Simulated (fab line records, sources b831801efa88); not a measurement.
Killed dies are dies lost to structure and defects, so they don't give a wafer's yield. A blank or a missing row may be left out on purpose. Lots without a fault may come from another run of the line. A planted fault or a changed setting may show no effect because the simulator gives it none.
One fault seen from 2 desks | flow gf180mcu | each desk has only its own numbers; what lay behind them comes last

THE METROLOGY DESK
What the gauges read, lot by lot, whatever tool the lot ran on: means of the sampled wafers that have a number. A lot is out of limits, marked OUT, if its mean lies more than 4 standard deviations from the usual mean; the brackets give that distance.
Columns: A = V2_CVD_02_THK at GF_V2_THK_MEAS_03, usual 852 nm; B = cd_nm at GF_M3_CD_MEAS_14, usual 280.2 nm
lot  | first seen here | A   | B
L954 | day 19 01:38    | 845 | 279.9
L956 | day 20 03:03    | 859 | 279.1
L958 | day 21 01:55    | 857 | 281.6
L959 | day 21 17:21    | 859 | 280.0
L961 | day 22 01:09    | 848 | 280.9
L962 | day 22 10:22    | 853 | 281.4
L965 | day 23 12:43    | 866 | 280.4
L969 | day 24 14:49    | 868 | 280.1
L971 | day 25 07:38    | 840 | 281.3
L972 | day 25 18:23    | 841 | 282.4
L975 | day 26 12:23    | 845 | 278.6
L976 | day 26 18:34    | 855 | 277.7
L977 | day 27 02:22    | 838 | 280.2
This desk's finding: nothing out of limits on any of the 13 lots.

THE TOOL OWNER'S DESK: pvd_sputter-04
The tool's own readings at GF_M3_SPUTTER_04 (material TiN, target thk 50 nm, time 41.7 s): means of the sampled wafers that have a number, for each lot that ran on this tool. A lot is out of limits, marked OUT, if its mean lies more than 4 standard deviations from the usual mean; the brackets give that distance.
Columns: A = chamber_pressure_pa at GF_M3_SPUTTER_04, usual 0.4001 Pa; B = throttle_valve_pct at GF_M3_SPUTTER_04, usual 30.1 %
lot  | first seen here | A                | B
L969 | day 25 14:42    | 0.4003           | 30.0
L971 | day 26 07:19    | 0.4625 (+65) OUT | 27.6
L972 | day 26 17:36    | 0.4617 (+64) OUT | 27.7
This desk's finding: out of limits on L971, L972; first on L971, day 26 07:19 (chamber_pressure_pa at GF_M3_SPUTTER_04). In limits: L969.

PUT TOGETHER
The tool owner's desk could have raised an alarm at day 26 07:19, on L971, L972.
The metrology desk saw nothing out of limits.
The metrology desk has L971, L972 on record, within its limits.
Of the lots named, all ran GF_M3_SPUTTER_04 on pvd_sputter-04.

WHAT THE SIMULATOR HAD PUT IN
Process parameter drift: pvd_sputter-04, from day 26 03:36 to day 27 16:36, at GF_M3_SPUTTER_04. Setting chamber_pressure_pa, moved by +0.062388, from 0.4. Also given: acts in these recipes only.
Lots struck among those shown: L971, L972.
Hours from the fault's start to each desk's first reading out of limits: the tool owner's desk, 4.
